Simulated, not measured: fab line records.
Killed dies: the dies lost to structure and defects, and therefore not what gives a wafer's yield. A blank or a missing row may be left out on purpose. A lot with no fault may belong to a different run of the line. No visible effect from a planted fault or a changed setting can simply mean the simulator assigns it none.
Chamber matching | flow sky130 | 4 sister chambers for SKY_FIELD_ISO_ETCH_14 on rie_diel-01
The step etches BARC in N2/H2, stops on SiO2, time 45.9 s, target depth 60 nm. 7 wafers are shown with their chamber, then 9 later ones without.

== WAFERS PAIRED WITH THEIR CHAMBERS ==
wafer  | chamber | drypump_motor_current_A (A) | throttle_valve_pct (%)
L078.5 | 0       | 5.4                         | 13.212
L078.6 | 1       | 5.3                         | 13.225
L082.5 | 2       | 6.2                         | 13.221
L082.6 | 3       | 5.0                         | 13.215
L087.1 | 3       | 4.9                         | 13.237
L087.3 | 2       | 6.2                         | 13.211
L087.6 | 0       | 5.5                         | 13.232

== WAFERS WHOSE CHAMBER IS MISSING ==
wafer  | drypump_motor_current_A (A) | throttle_valve_pct (%)
L089.2 | 5.4                         | 13.219
L089.3 | 5.3                         | 13.230
L089.6 | 5.4                         | 13.236
L090.1 | 6.2                         | 13.223
L090.5 | 5.0                         | 13.210
L090.6 | 6.2                         | 13.224
L096.4 | 6.2                         | 13.236
L096.5 | 6.2                         | 13.225
L096.6 | 5.3                         | 13.235

== CHAMBER TAKEN BY EACH ==
wafer  | from the rows above     | in truth
L089.2 | can't be placed: 0 or 1 | 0
L089.3 | 1                       | 1
L089.6 | can't be placed: 0 or 1 | 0
L090.1 | 2                       | 2
L090.5 | 3                       | 3
L090.6 | 2                       | 2
L096.4 | 2                       | 2
L096.5 | 2                       | 2
L096.6 | 1                       | 1
Placed correctly: 7 of 9. From these rows, 2 cannot be placed; in 2 the true chamber is one of the candidates. Placed wrongly: 0.
How it was worked out, from the rows above alone: a wafer's distance from a chamber is the root of the sum, over the readings, of the square of ((its reading less the chamber's mean) divided by the reading's scatter). The wafer belongs to the nearest chamber; if the next one is less than 2 further off, it can't be placed. Each chamber's mean is taken over the wafers shown for it. The scatter: take each reading less its chamber's mean, square it, sum over the shown wafers, divide by the number of wafers less the number of chambers, and take the root.
